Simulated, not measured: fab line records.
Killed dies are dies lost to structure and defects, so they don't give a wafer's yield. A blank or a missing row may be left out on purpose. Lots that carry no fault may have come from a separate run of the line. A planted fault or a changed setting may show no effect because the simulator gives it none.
Which tool was responsible? :: flow gf180mcu :: Sampling: 12 lots, 36 wafers, 4 of 602 route steps

## WHAT THE GAUGES READ, wafer by wafer
GF_HV_LDD_TW_MEAS_23.
lot: L525
measured: day 11 14:51
on: filmMetro-03
HV_LDD_2_TW: 1048 1044 1045

lot: L526
measured: day 11 17:02
on: filmMetro-01
HV_LDD_2_TW: 1072 1068 1066

lot: L527
measured: day 12 03:01
on: filmMetro-02
HV_LDD_2_TW: 1064 1061 1068

lot: L528
measured: day 12 03:56
on: filmMetro-03
HV_LDD_2_TW: 1053 1045 1056

lot: L530
measured: day 12 20:24
on: filmMetro-01
HV_LDD_2_TW: 1073 1069 1072

lot: L534
measured: day 13 13:40
on: filmMetro-03
HV_LDD_2_TW: 1045 1046 1052

lot: L541
measured: day 15 17:33
on: filmMetro-02
HV_LDD_2_TW: 30 30 30

lot: L542
measured: day 16 03:16
on: filmMetro-01
HV_LDD_2_TW: 30 30 30

lot: L545
measured: day 17 01:10
on: filmMetro-03
HV_LDD_2_TW: 1051 1046 1051

lot: L546
measured: day 17 05:45
on: filmMetro-03
HV_LDD_2_TW: 1050 1054 1053

lot: L547
measured: day 17 12:18
on: filmMetro-03
HV_LDD_2_TW: 1046 1056 1053

lot: L548
measured: day 17 18:52
on: filmMetro-01
HV_LDD_2_TW: 1066 1064 1065

GF_CONTACT_BOW_MEAS_05.
lot: L525
measured: day 15 22:55
on: filmMetro-02
CONTACT_BOW (um): 68 73 59

lot: L526
measured: day 16 06:56
on: filmMetro-01
CONTACT_BOW (um): 60 64 72

lot: L527
measured: day 16 15:25
on: filmMetro-01
CONTACT_BOW (um): 78 62 71

lot: L528
measured: day 16 16:05
on: filmMetro-03
CONTACT_BOW (um): 60 72 52

lot: L530
measured: day 17 11:05
on: filmMetro-03
CONTACT_BOW (um): 71 73 58

lot: L534
measured: day 18 10:35
on: filmMetro-02
CONTACT_BOW (um): 66 64 78

lot: L545
measured: day 22 07:16
on: filmMetro-01
CONTACT_BOW (um): 69 70 75

lot: L546
measured: day 22 10:52
on: filmMetro-03
CONTACT_BOW (um): 65 68 62

lot: L547
measured: day 22 18:49
on: filmMetro-02
CONTACT_BOW (um): 53 60 54

lot: L548
measured: day 23 00:42
on: filmMetro-01
CONTACT_BOW (um): 61 67 75

## TOOL THAT RAN EACH LOT (tool first, then ch and the chambers of the sampled wafers, then the start)
lot: L525
GF_HV_LDD_STRIP_10: plasmaAsher-02 ch 0,1, day 10 20:47
GF_HV_LDD_STRIP_22: plasmaAsher-04 ch 0,1, day 11 14:45

lot: L526
GF_HV_LDD_STRIP_10: plasmaAsher-01 ch 0, day 10 22:30
GF_HV_LDD_STRIP_22: plasmaAsher-01 ch 0, day 11 16:55

lot: L527
GF_HV_LDD_STRIP_10: plasmaAsher-02 ch 0,1, day 11 07:50
GF_HV_LDD_STRIP_22: plasmaAsher-01 ch 0,1, day 12 02:56

lot: L528
GF_HV_LDD_STRIP_10: plasmaAsher-01 ch 0,1, day 11 08:59
GF_HV_LDD_STRIP_22: plasmaAsher-02 ch 0,1, day 12 03:50

lot: L530
GF_HV_LDD_STRIP_10: plasmaAsher-02 ch 0,1, day 12 00:54
GF_HV_LDD_STRIP_22: plasmaAsher-01 ch 0, day 12 20:17

lot: L534
GF_HV_LDD_STRIP_10: plasmaAsher-02 ch 0,1, day 12 18:17
GF_HV_LDD_STRIP_22: plasmaAsher-01 ch 0,1, day 13 13:34

lot: L541
GF_HV_LDD_STRIP_10: plasmaAsher-01 ch 0,1, day 14 20:35
GF_HV_LDD_STRIP_22: plasmaAsher-04 ch 0,1, day 15 17:26

lot: L542
GF_HV_LDD_STRIP_10: plasmaAsher-02 ch 0,1, day 15 04:59
GF_HV_LDD_STRIP_22: plasmaAsher-01 ch 0,1, day 16 03:10

lot: L545
GF_HV_LDD_STRIP_10: plasmaAsher-04 ch 0,1, day 16 02:50
GF_HV_LDD_STRIP_22: plasmaAsher-01 ch 0,1, day 17 01:03

lot: L546
GF_HV_LDD_STRIP_10: plasmaAsher-02 ch 0,1, day 16 07:15
GF_HV_LDD_STRIP_22: plasmaAsher-01 ch 0,1, day 17 05:38

lot: L547
GF_HV_LDD_STRIP_10: plasmaAsher-04 ch 0,1, day 16 12:44
GF_HV_LDD_STRIP_22: plasmaAsher-02 ch 0,1, day 17 12:11

lot: L548
GF_HV_LDD_STRIP_10: plasmaAsher-01 ch 0,1, day 16 19:41
GF_HV_LDD_STRIP_22: plasmaAsher-02 ch 0,1, day 17 18:46
- GF_HV_LDD_STRIP_10: strips in O2/N2.
- GF_HV_LDD_STRIP_22: strips in O2/N2.

## WHAT THE TOOLS THEMSELVES READ (means of the sampled wafers that have a number; where no wafer has one, the mark that the record gives instead)
GF_HV_LDD_STRIP_10.
lot: L525
tool: plasmaAsher-02
chamberPressureMTorr (mTorr): 1500.1
drypumpMotorCurrentA (A): 5.46
heaterPowerW (W): 310
oesProductAu (a.u.): 0.715
stripTimeToEndpointS (s): 12.63

lot: L526
tool: plasmaAsher-01
chamberPressureMTorr (mTorr): 1498.9
drypumpMotorCurrentA (A): 5.41
heaterPowerW (W): 315
oesProductAu (a.u.): 0.715
stripTimeToEndpointS (s): 12.62

lot: L527
tool: plasmaAsher-02
chamberPressureMTorr (mTorr): 1499.7
drypumpMotorCurrentA (A): 5.38
heaterPowerW (W): 320
oesProductAu (a.u.): 0.717
stripTimeToEndpointS (s): 12.59

lot: L528
tool: plasmaAsher-01
chamberPressureMTorr (mTorr): 1499.3
drypumpMotorCurrentA (A): 5.61
heaterPowerW (W): 308
oesProductAu (a.u.): 0.715
stripTimeToEndpointS (s): 12.57

lot: L530
tool: plasmaAsher-02
chamberPressureMTorr (mTorr): 1501.7
drypumpMotorCurrentA (A): 5.37
heaterPowerW (W): 321
oesProductAu (a.u.): 0.715
stripTimeToEndpointS (s): 12.62

lot: L534
tool: plasmaAsher-02
chamberPressureMTorr (mTorr): 1500.7
drypumpMotorCurrentA (A): 5.45
heaterPowerW (W): 309
oesProductAu (a.u.): 0.715
stripTimeToEndpointS (s): 12.67

lot: L541
tool: plasmaAsher-01
chamberPressureMTorr (mTorr): -
drypumpMotorCurrentA (A): -
heaterPowerW (W): -
oesProductAu (a.u.): -
stripTimeToEndpointS (s): -

lot: L542
tool: plasmaAsher-02
chamberPressureMTorr (mTorr): -
drypumpMotorCurrentA (A): -
heaterPowerW (W): -
oesProductAu (a.u.): -
stripTimeToEndpointS (s): -

lot: L545
tool: plasmaAsher-04
chamberPressureMTorr (mTorr): 1500.0
drypumpMotorCurrentA (A): 5.97
heaterPowerW (W): 339
oesProductAu (a.u.): 0.714
stripTimeToEndpointS (s): 12.62

lot: L546
tool: plasmaAsher-02
chamberPressureMTorr (mTorr): 1500.0
drypumpMotorCurrentA (A): 5.47
heaterPowerW (W): 308
oesProductAu (a.u.): 0.718
stripTimeToEndpointS (s): 12.63

lot: L547
tool: plasmaAsher-04
chamberPressureMTorr (mTorr): 1500.1
drypumpMotorCurrentA (A): 5.72
heaterPowerW (W): 373
oesProductAu (a.u.): 0.712
stripTimeToEndpointS (s): 12.71

lot: L548
tool: plasmaAsher-01
chamberPressureMTorr (mTorr): 1498.9
drypumpMotorCurrentA (A): 5.61
heaterPowerW (W): 308
oesProductAu (a.u.): 0.716
stripTimeToEndpointS (s): 12.65

GF_HV_LDD_STRIP_22.
lot: L525
tool: plasmaAsher-04
chamberPressureMTorr (mTorr): 1499.8
drypumpMotorCurrentA (A): 5.8
heaterPowerW (W): 370
oesProductAu (a.u.): 0.717
stripTimeToEndpointS (s): 12.66

lot: L526
tool: plasmaAsher-01
chamberPressureMTorr (mTorr): 1497.8
drypumpMotorCurrentA (A): 5.4
heaterPowerW (W): 319
oesProductAu (a.u.): 0.709
stripTimeToEndpointS (s): 12.60

lot: L527
tool: plasmaAsher-01
chamberPressureMTorr (mTorr): 1499.7
drypumpMotorCurrentA (A): 5.6
heaterPowerW (W): 304
oesProductAu (a.u.): 0.715
stripTimeToEndpointS (s): 12.62

lot: L528
tool: plasmaAsher-02
chamberPressureMTorr (mTorr): 1501.1
drypumpMotorCurrentA (A): 5.4
heaterPowerW (W): 310
oesProductAu (a.u.): 0.715
stripTimeToEndpointS (s): 12.67

lot: L530
tool: plasmaAsher-01
chamberPressureMTorr (mTorr): 1498.4
drypumpMotorCurrentA (A): 5.4
heaterPowerW (W): 316
oesProductAu (a.u.): 0.713
stripTimeToEndpointS (s): 12.64

lot: L534
tool: plasmaAsher-01
chamberPressureMTorr (mTorr): 1501.4
drypumpMotorCurrentA (A): 5.5
heaterPowerW (W): 313
oesProductAu (a.u.): 0.711
stripTimeToEndpointS (s): 12.64

lot: L541
tool: plasmaAsher-04
chamberPressureMTorr (mTorr): 1499.6
drypumpMotorCurrentA (A): 6.0
heaterPowerW (W): 343
oesProductAu (a.u.): 0.722
stripTimeToEndpointS (s): 27.54

lot: L542
tool: plasmaAsher-01
chamberPressureMTorr (mTorr): 1499.9
drypumpMotorCurrentA (A): 5.6
heaterPowerW (W): 307
oesProductAu (a.u.): 0.717
stripTimeToEndpointS (s): 27.55

lot: L545
tool: plasmaAsher-01
chamberPressureMTorr (mTorr): 1500.2
drypumpMotorCurrentA (A): 5.6
heaterPowerW (W): 309
oesProductAu (a.u.): 0.720
stripTimeToEndpointS (s): 12.66

lot: L546
tool: plasmaAsher-01
chamberPressureMTorr (mTorr): 1500.0
drypumpMotorCurrentA (A): 5.6
heaterPowerW (W): 310
oesProductAu (a.u.): 0.714
stripTimeToEndpointS (s): 12.64

lot: L547
tool: plasmaAsher-02
chamberPressureMTorr (mTorr): 1500.4
drypumpMotorCurrentA (A): 5.4
heaterPowerW (W): 324
oesProductAu (a.u.): 0.717
stripTimeToEndpointS (s): 12.56

lot: L548
tool: plasmaAsher-02
chamberPressureMTorr (mTorr): 1501.5
drypumpMotorCurrentA (A): 5.5
heaterPowerW (W): 308
oesProductAu (a.u.): 0.719
stripTimeToEndpointS (s): 12.63

## THE ANSWER, worked out from the rows above alone
Rule: the lots themselves supply what counts as usual. The widest of any qualifying gaps counts: lots, ordered by their means at a reading, are off when they make up no more than a third of the lots, leave a main group of 4 or more, and stand apart from it by 3 or more times the standard deviation of that group's means. If all means in a main group match to the digits the tables above print for the reading, that group is not used. Also off: a lot with no number at a reading for which 4 or more lots have one. All remaining lots with rows at the step are treated as sound. After the gauges, taken in route order, come the tools' own readings; for these a lot's mean is taken, as printed above. The first step at which some lot is off is used, and at that step the reading that is off furthest; a lot without a number counts as furthest.
Off: L541, L542, at GF_HV_LDD_TW_MEAS_23 (HV_LDD_2_TW). Main group: mean 1057, sd 9.
A tool fits if, at a process step before that reading, it ran every lot that is off, and no sound lot after the first of them. The gauges at GF_HV_LDD_TW_MEAS_23 aren't tried: what is off there is off at GF_HV_LDD_STRIP_10 too, on other tools, and a gauge's error can't cause that. Of those tried, none fits.

## WHAT THE SIMULATOR PUT IN
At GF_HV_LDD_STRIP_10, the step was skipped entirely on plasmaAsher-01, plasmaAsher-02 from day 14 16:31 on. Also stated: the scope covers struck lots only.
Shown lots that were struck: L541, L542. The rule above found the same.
